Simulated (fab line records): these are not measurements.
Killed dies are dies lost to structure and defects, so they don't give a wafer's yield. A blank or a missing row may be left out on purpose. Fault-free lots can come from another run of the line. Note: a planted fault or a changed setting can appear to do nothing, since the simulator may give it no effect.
Which tool was responsible? | flow gf180mcu | Sampling: 14 lots, 42 wafers, 3 of 602 route steps

WHAT THE GAUGES SHOWED, per wafer
GF_M2_CD_MEAS_14: target cd 280 nm.
lot  | measured     | on        | cd nm (nm)
L652 | day 19 04:45 | cd sem-02 | 281.6 281.1 281.9
L653 | day 19 12:11 | cd sem-02 | 276.9 278.4 278.3
L654 | day 20 01:58 | cd sem-02 | 282.0 281.6 282.3
L655 | day 20 11:04 | cd sem-02 | 276.3 279.6 278.4
L656 | day 20 19:38 | cd sem-02 | 278.8 278.6 280.2
L662 | day 23 08:17 | cd sem-02 | 280.3 280.8 281.0
L663 | day 23 14:24 | cd sem-01 | 279.7 281.4 280.5
L669 | day 25 10:37 | cd sem-01 | 282.0 281.3 281.5
L670 | day 25 17:01 | cd sem-02 | 279.3 279.2 278.9
L671 | day 25 20:56 | cd sem-01 | 281.7 280.3 281.0
L672 | day 26 08:43 | cd sem-02 | 279.5 278.8 279.5
L673 | day 26 14:52 | cd sem-01 | 279.6 279.5 278.7
L674 | day 26 21:28 | cd sem-02 | 282.0 281.1 280.3
L675 | day 27 02:32 | cd sem-02 | 280.7 279.4 280.5

EACH LOT AND THE TOOL THAT RAN IT (in order: tool; ch and the chambers of the sampled wafers; start)
lot  | GF_NSD_COAT_02                    | GF_M2_SPUTTER_02
L652 | litho track-04 ch 0, day 12 22:26 | pvd sputter-03, day 18 05:02
L653 | litho track-04 ch 0, day 13 05:11 | pvd sputter-04, day 18 11:52
L654 | litho track-04 ch 0, day 13 15:19 | pvd sputter-04, day 19 01:35
L655 | litho track-04 ch 0, day 13 23:31 | pvd sputter-01, day 19 10:32
L656 | litho track-01 ch 0, day 14 06:54 | pvd sputter-03, day 19 19:02
L662 | litho track-01 ch 0, day 16 13:06 | pvd sputter-03, day 22 08:52
L663 | litho track-01 ch 0, day 16 21:27 | pvd sputter-04, day 22 15:16
L669 | litho track-03 ch 0, day 18 18:38 | pvd sputter-03, day 24 12:26
L670 | litho track-04 ch 0, day 19 02:10 | pvd sputter-04, day 24 19:31
L671 | litho track-01 ch 0, day 19 07:18 | pvd sputter-01, day 24 23:46
L672 | litho track-01 ch 0, day 19 19:44 | pvd sputter-03, day 25 11:02
L673 | litho track-03 ch 0, day 20 02:41 | pvd sputter-04, day 25 17:16
L674 | litho track-04 ch 0, day 20 12:40 | pvd sputter-04, day 26 01:06
L675 | litho track-01 ch 0, day 20 16:54 | pvd sputter-04, day 26 06:38
- GF_NSD_COAT_02: resist thk 1000 nm.
- GF_M2_SPUTTER_02: material AlCu, target thk 450 nm, time 23.9 s.

AS READ BY THE TOOLS THEMSELVES (means over the sampled wafers that have a number; for cases with no such wafer, the mark the record gives instead)
GF_NSD_COAT_02.
lot  | tool           | exhaust pa (Pa) | spin speed rpm (rpm)
L652 | litho track-04 | 45.1            | 2998.6
L653 | litho track-04 | 45.6            | 3000.5
L654 | litho track-04 | 44.5            | 3001.8
L655 | litho track-04 | 43.8            | 2999.7
L656 | litho track-01 | 45.5            | 3000.8
L662 | litho track-01 | 44.5            | 3060.2
L663 | litho track-01 | 45.0            | 3061.8
L669 | litho track-03 | 44.3            | 2998.8
L670 | litho track-04 | 44.6            | 2999.7
L671 | litho track-01 | 45.1            | 3001.4
L672 | litho track-01 | 45.2            | 2999.4
L673 | litho track-03 | 43.5            | 3000.1
L674 | litho track-04 | 44.2            | 3002.0
L675 | litho track-01 | 45.8            | 3002.2

GF_M2_SPUTTER_02.
lot  | tool           | throttle valve pct (%)
L652 | pvd sputter-03 | 30.3
L653 | pvd sputter-04 | 29.4
L654 | pvd sputter-04 | 30.1
L655 | pvd sputter-01 | 29.3
L656 | pvd sputter-03 | 30.3
L662 | pvd sputter-03 | 30.5
L663 | pvd sputter-04 | 30.1
L669 | pvd sputter-03 | 30.2
L670 | pvd sputter-04 | 30.3
L671 | pvd sputter-01 | 30.3
L672 | pvd sputter-03 | 30.4
L673 | pvd sputter-04 | 30.1
L674 | pvd sputter-04 | 30.0
L675 | pvd sputter-04 | 30.7

THE ANSWER, worked out from the rows above alone
Rule: the lots themselves supply what counts as usual. The widest of any qualifying gaps counts: lots, ordered by their means at a reading, are off when they make up no more than a third of the lots, leave a main group of 4 or more, and stand apart from it by 3 or more times the standard deviation of that group's means. If all means in a main group match to the digits the tables above print for the reading, that group is not used. Also off: a lot with no number at a reading for which 4 or more lots have one. Any other lot the step has rows for is counted as sound. After the gauges, taken in route order, come the tools' own readings; for these a lot's mean is taken, as printed above. The first step at which some lot is off is used, and at that step the reading that is off furthest; a lot without a number counts as furthest.
Off: L662, L663 (GF_NSD_COAT_02, spin speed rpm). Main group: mean 3000.4 rpm, sd 1.2.
A tool fits if, at that step or a process step before it, it ran every lot that is off, and no sound lot after the first of them. None of those tried fits.

WHAT THE SIMULATOR HAD PUT IN
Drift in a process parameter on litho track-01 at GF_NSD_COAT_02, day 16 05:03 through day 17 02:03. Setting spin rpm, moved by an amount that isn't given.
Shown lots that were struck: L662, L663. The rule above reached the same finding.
